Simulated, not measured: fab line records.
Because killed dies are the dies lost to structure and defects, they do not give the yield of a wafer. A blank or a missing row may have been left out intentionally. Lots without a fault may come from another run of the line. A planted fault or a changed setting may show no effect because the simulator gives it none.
The same fault as seen by 2 desks || flow gf180mcu || each desk holds nothing but its own numbers, with what lay behind them at the end

## THE TOOL OWNER'S DESK: litho track-02
Per lot that ran on this tool, the mean of the sampled wafers carrying a number, from the tool's own readings at GF_POLY_GATE_SOFTBAKE_06 (time 60 s). If a lot's mean is further than 4 standard deviations from the usual mean, the lot is out of limits and carries the mark OUT (the distance appears in the brackets).
Columns: A = heater power total W at GF_POLY_GATE_SOFTBAKE_06, usual 93.05 W; B = run length s at GF_POLY_GATE_SOFTBAKE_06, usual 89.34 s
{"lot": "L200", "first seen here": "day 9 13:00", "A": "96.55 (+61) OUT", "B": "83.47 (-28) OUT"}
{"lot": "L201", "first seen here": "day 9 21:00", "A": "96.58 (+62) OUT", "B": "83.44 (-28) OUT"}
{"lot": "L203", "first seen here": "day 10 12:00", "A": "95.50 (+43) OUT", "B": "85.45 (-19) OUT"}
{"lot": "L214", "first seen here": "day 13 11:00", "A": 93.12, "B": 89.57}
This desk finds L200, L201, L203 out of limits, L200 being first, at day 9 13:00 (heater power total W at GF_POLY_GATE_SOFTBAKE_06). In limits: L214.

## FROM THE METROLOGY DESK
What the gauges read for every lot (on any tool): the sampled wafers with a number, averaged. If a lot's mean is further than 4 standard deviations from the usual mean, the lot is out of limits and carries the mark OUT (the distance appears in the brackets).
Columns: A = DUAL_GATE_OVL at GF_DUAL_GATE_OVL_MEAS_11, usual -0.3 nm; B = POLY_GATE_CVD_00_THK at GF_POLY_GATE_THK_MEAS_01, usual 200.9 nm; C = cd nm at GF_POLY_GATE_CD_MEAS_10, usual 280.1 nm; D = POLY_GATE_OVL at GF_POLY_GATE_OVL_MEAS_11, usual -2 nm
{"lot": "L200", "first seen here": "day 8 22:51", "A": -1.5, "B": 200.4, "C": 281.4, "D": -0}
{"lot": "L201", "first seen here": "day 9 09:36", "A": -1.3, "B": 202.2, "C": 280.1, "D": -11}
{"lot": "L202", "first seen here": "day 9 18:47", "A": -1.2, "B": 199.6, "C": 279.4, "D": -4}
{"lot": "L203", "first seen here": "day 10 00:38", "A": -0.9, "B": 197.9, "C": 282.1, "D": 5}
{"lot": "L214", "first seen here": "day 12 22:43", "A": 1.8, "B": 204.9, "C": 279.0, "D": -11}
{"lot": "L220", "first seen here": "day 14 18:41", "A": -0.9, "B": 202.2, "C": 280.6, "D": -0}
{"lot": "L221", "first seen here": "day 15 01:06", "A": 0.7, "B": 201.2, "C": 278.7, "D": -2}
This desk's finding: nothing out of limits on any of the 7 lots.

## TAKEN TOGETHER
On L200, L201, L203, at day 9 13:00, an alarm was possible from the tool owner's desk.
From the metrology desk's view, nothing was out of limits.
The metrology desk has L200, L201, L203 on record, within its limits.
GF_POLY_GATE_SOFTBAKE_06 was run on litho track-02 by each of the lots named.

## WHAT HAD BEEN PUT IN BY THE SIMULATOR
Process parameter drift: litho track-02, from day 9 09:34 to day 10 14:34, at GF_POLY_GATE_SOFTBAKE_06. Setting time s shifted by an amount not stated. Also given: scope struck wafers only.
Lots struck among those shown: L200, L201, L203.
Time in hours from fault onset to the first out-of-limits reading at each desk: the tool owner's desk, 3.
